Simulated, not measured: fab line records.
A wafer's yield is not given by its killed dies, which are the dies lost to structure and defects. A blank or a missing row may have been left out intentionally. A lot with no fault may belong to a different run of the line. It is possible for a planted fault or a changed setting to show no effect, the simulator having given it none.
Problem report, 8D (eight disciplines) form, completed by code / flow sky130 / the parts of the form that need people (team, actions taken, sign-off) are left out

1. THE ISSUE
Mean VIA4_HDPCVD_THK at SKY_VIA4_THK_MEAS_01: 1393 nm over 6 wafers in 2 lots; fault-free wafers: 1744 nm, standard deviation 19. That is -18 standard deviations from the usual mean.
First seen on wafer L574.1, day 42 10:44, on film-metro-01. At this step, 36 wafers from 12 lots have a number in the record. Rule for "out" (also "out of limits"): further than 4 standard deviations from the usual mean. All remaining wafers that have a number are taken as sound.

2. WHAT THIS IS AND IS NOT
question=which readings at this step | is=VIA4_HDPCVD_THK | is not=-
question=which lots | is=L574, L576 | is not=L571, L583, L584, L585, L586, L587, L588, L589, L590, L594
question=which wafers of those lots | is=all that have a number | is not=-
question=read on which gauges | is=film-metro-01, film-metro-02 | is not=film-metro-03
question=when | is=from day 42 10:44 | is not=up to then (3 sound wafers); but 27 sound wafers of L583, L584, L585, L586, L587, L588, L589, L590, L594 came after

3. WHAT RULES OUT EACH SUSPECT
Counting: a tool at any process step up to the reading remains a suspect when it ran all the lots that are out and ran no sound lot after the first of those.
- the gauge at SKY_VIA4_THK_MEAS_01 has been ruled out. 2 gauges (film-metro-01, film-metro-02) read the wafers that are out.
- pvd-sputter-03 at SKY_METAL4_SPUTTER_00 (material Ti, target thk 15 nm, time 10 s): ruled out as a lasting fault. Following L574 (day 40 10:28), the first lot on it that is out, the sound lots L587, L586, L590, L594 were run on it.
- hdpcvd-02 at SKY_VIA4_HDPCVD_00 (deposits SiO2, target thk 1750 nm, time 291.7 s): ruled out as a lasting fault. Following L574 (day 42 10:34), the first lot on it that is out, the sound lots L585, L588, L589, L590, L594 were run on it.
Left after counting: nothing in the record.

4. THE CAUSE (what the simulator had put in)
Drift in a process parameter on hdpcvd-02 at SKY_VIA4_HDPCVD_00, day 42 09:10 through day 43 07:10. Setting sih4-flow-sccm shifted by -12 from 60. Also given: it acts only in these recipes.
The count ruled it out by mistake, since the rule takes a fault to strike every lot its tool runs from the start of the fault on, and this one did not do so.

5. SEQUENCE OF EFFECTS, ordered by route
Rows list readings where the struck wafers' mean (over those with a number) sits beyond 3 standard deviations from the usual. Only readings for which the record gives a usual standard deviation are gone through. hours: the time from each lot's start at the first step in this table that gives one to its start at this step, as a median over the lots. sigmas: the change in usual standard deviations.
hours=0; step=SKY_VIA4_HDPCVD_00; reading=sih4-flow-sccm; usual=59.98 sccm; on struck wafers=47.95; change=-12.03; sigmas=-71
hours=0; step=SKY_VIA4_THK_MEAS_01; reading=VIA4_HDPCVD_THK; usual=1744 nm; on struck wafers=1393; change=-351; sigmas=-18
Its process steps:
- SKY_VIA4_HDPCVD_00: deposits SiO2, target thk 1750 nm, time 291.7 s.
Later measuring or inspecting steps at which every struck wafer that the step has a row for has a number for every such reading, and none has moved that far: SKY_VIA4_RS_MEAS_19.

6. WHAT WOULD HAVE CAUGHT IT SOONER
Counted from the fault's start at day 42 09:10, it took 2 hours until the first out-of-limits reading at a measuring or inspecting step in this record, taken at day 42 10:44.
The tool's own readings at SKY_VIA4_HDPCVD_00 were out on every struck wafer that the step has a row for (sih4-flow-sccm): an alarm limit on them would have fired on the first of those.
